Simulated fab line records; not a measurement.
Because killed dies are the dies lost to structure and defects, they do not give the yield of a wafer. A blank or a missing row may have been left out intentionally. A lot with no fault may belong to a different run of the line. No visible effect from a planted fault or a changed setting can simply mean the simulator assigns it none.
What tool caused it? -- flow sky130 -- 10 lots with 30 wafers sampled at 5 steps, on a route of 708 steps

== WHAT THE GAUGES READ, wafer by wafer ==
SKY_SONOS_TUNNEL_TW_MEAS_12.
lot,measured,on,SONOS_TUNNEL_TW
L665,day 12 11:49,filmMetro-04,199.7 199.5 199.9
L668,day 13 13:17,filmMetro-04,199.2 199.9 200.0
L669,day 13 19:04,filmMetro-04,199.9 201.0 199.3
L673,day 15 03:40,filmMetro-04,199.4 199.2 200.7
L674,day 15 10:02,filmMetro-02,193.5 193.7 195.4
L675,day 15 19:25,filmMetro-04,200.0 200.5 200.5
L676,day 16 02:07,filmMetro-02,194.7 196.5 196.2
L677,day 16 16:23,filmMetro-03,195.0 195.3 196.1
L684,day 19 11:04,filmMetro-03,196.2 197.2 195.7
L685,day 19 19:42,filmMetro-03,196.3 196.1 196.2

SKY_RES_PROTECT_TW_MEAS_08.
lot,measured,on,POLY_GATE_TW
L665,day 16 08:33,filmMetro-04,4089 4098 4059
L668,day 17 13:15,filmMetro-04,4067 4087 4061
L669,day 18 01:20,filmMetro-02,3987 3977 3992
L673,day 19 04:38,filmMetro-02,3988 3966 3925
L674,day 19 13:48,filmMetro-04,4096 4089 4086
L675,day 20 02:10,filmMetro-02,3952 3974 3956
L676,day 20 08:23,filmMetro-03,3990 4005 4006
L677,day 20 22:48,filmMetro-02,3948 3944 3938
L684,day 23 15:23,filmMetro-03,3624 3616 3622 3621 3626 3604
L685,day 24 01:10,filmMetro-02,3622 3630 3619 3624 3617 3630

SKY_POLY_GATE_THK_MEAS_04.
lot,measured,on,POLY_GATE_CVD_03_THK (nm)
L665,day 16 10:55,filmMetro-03,74.4 74.9 74.9
L668,day 17 16:36,filmMetro-03,74.9 74.7 74.8
L669,day 18 03:49,filmMetro-02,74.5 73.6 74.1
L673,day 19 06:07,filmMetro-02,75.0 75.4 75.1
L674,day 19 15:16,filmMetro-03,74.9 75.2 74.7
L675,day 20 04:14,filmMetro-02,75.6 75.2 75.0
L676,day 20 12:06,filmMetro-02,74.6 74.6 74.8
L677,day 21 01:24,filmMetro-03,74.6 75.4 74.9
L684,day 24 06:57,filmMetro-03,75.0 75.1 76.1
L685,day 24 06:59,filmMetro-01,75.8 76.0 75.8

== TOOL THAT RAN EACH LOT (tool first, then ch and the chambers of the sampled wafers, then the start) ==
lot,SKY_POLY_GATE_IMPLANT_02,SKY_RES_PROTECT_STRIP_07
L665,"implanter-02 ch 0, day 16 08:19","plasmaAsher-03 ch 0,1, day 16 08:26"
L668,"implanter-04 ch 0, day 17 13:01","plasmaAsher-01 ch 0,1, day 17 13:08"
L669,"implanter-02 ch 0, day 18 01:05","plasmaAsher-04 ch 0,1, day 18 01:14"
L673,"implanter-02 ch 0, day 19 04:23","plasmaAsher-04 ch 0,1, day 19 04:32"
L674,"implanter-02 ch 0, day 19 13:34","plasmaAsher-04 ch 0, day 19 13:41"
L675,"implanter-04 ch 0, day 20 01:58","plasmaAsher-04 ch 0,1, day 20 02:04"
L676,"implanter-01 ch 0, day 20 08:08","plasmaAsher-03 ch 1, day 20 08:17"
L677,"implanter-04 ch 0, day 20 22:35","plasmaAsher-01 ch 0,1, day 20 22:43"
L684,"implanter-02 ch 0, day 23 15:08","plasmaAsher-04 ch 0,1, day 23 15:17"
L685,"implanter-02 ch 0, day 24 00:56","plasmaAsher-03 ch 0,1, day 24 01:04"
- SKY_POLY_GATE_IMPLANT_02
- SKY_RES_PROTECT_STRIP_07: strips in O2/N2.

== AS READ BY THE TOOLS THEMSELVES (means over the sampled wafers that have a number; for cases with no such wafer, the mark the record gives instead) ==
SKY_POLY_GATE_IMPLANT_02.
lot,tool,beamOnS (s),doseIonsCm2,endStationPressureTorr (Torr),tiltDeg (degrees)
L665,implanter-02,35.6,7.693e+15,1.09e-05,-0.006
L668,implanter-04,37.9,7.699e+15,1.07e-05,-0.038
L669,implanter-02,35.6,7.700e+15,1.09e-05,-0.022
L673,implanter-02,36.1,7.717e+15,1.02e-05,-0.000
L674,implanter-02,36.2,7.703e+15,1.04e-05,-0.002
L675,implanter-04,37.7,7.698e+15,1.03e-05,0.004
L676,implanter-01,35.8,7.710e+15,1.09e-05,0.011
L677,implanter-04,37.5,7.701e+15,9.87e-06,0.017
L684,implanter-02,12.6,2.705e+15,1.43e-05,0.007
L685,implanter-02,12.5,2.697e+15,1.40e-05,0.002

SKY_RES_PROTECT_STRIP_07.
lot,tool,drypumpMotorCurrentA (A),o2FlowSccm (sccm),oesProductAu (a.u.),stripTimeToEndpointS (s)
L665,plasmaAsher-03,5.86,3004,0.517,23.29
L668,plasmaAsher-01,5.72,3009,0.518,23.24
L669,plasmaAsher-04,6.16,2997,0.517,23.32
L673,plasmaAsher-04,6.20,2998,0.515,23.28
L674,plasmaAsher-04,6.24,3009,0.522,23.23
L675,plasmaAsher-04,6.15,2992,0.519,23.28
L676,plasmaAsher-03,6.15,3000,0.519,23.29
L677,plasmaAsher-01,5.59,2985,0.521,23.27
L684,plasmaAsher-04,6.19,3000,0.579,19.25
L685,plasmaAsher-03,5.87,3000,0.578,19.19

== THE ANSWER, worked out from the rows above alone ==
Rule: the usual values come from the lots themselves. Put in order of their means at a reading, lots are off if they are a third of the lots or fewer, leave a main group of 4 or more, and stand apart from it by a gap of 3 or more times the standard deviation of the main group's means; of several such gaps the widest counts. Not used: any main group whose means are identical at the precision the tables above print for the reading. Also off: a lot with no number at a reading for which 4 or more lots have one. Any other lot the step has rows for is counted as sound. After the gauges, taken in route order, come the tools' own readings; for these a lot's mean is taken, as printed above. At the first step where some lot is off, the reading lying furthest off is the one used; lots without a number count as furthest.
Off: L684, L685, at SKY_RES_PROTECT_TW_MEAS_08 (POLY_GATE_TW). The main group: mean 4012, standard deviation 56.
If a tool, at a process step before that reading, ran all the lots that are off and no sound lot after the first of them, it fits. The gauges at SKY_RES_PROTECT_TW_MEAS_08 aren't tried: what is off there is off at SKY_POLY_GATE_IMPLANT_02 too, on other tools, and a gauge's error can't cause that. One fits: SKY_POLY_GATE_IMPLANT_02 on implanter-02. Its last sound lot is L674 (day 19 13:34), its first lot that is off L684 (day 23 15:08): a fault that began between those two fits.
The tool's own readings at SKY_POLY_GATE_IMPLANT_02 bear it out: on the lots that are off they differ by more than 5 times the standard deviation of the sound lots' means. beamOnS reads 12.6 s there against 36.5 s on the sound lots; doseIonsCm2 reads 2.701e+15 there against 7.703e+15 on the sound lots; endStationPressureTorr reads 1.42e-05 Torr there against 1.05e-05 Torr on the sound lots.

== WHAT THE SIMULATOR PUT IN ==
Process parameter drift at SKY_POLY_GATE_IMPLANT_02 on implanter-02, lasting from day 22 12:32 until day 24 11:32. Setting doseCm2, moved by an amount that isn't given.
Lots struck among those shown: L684, L685. The same result came from the rule above.
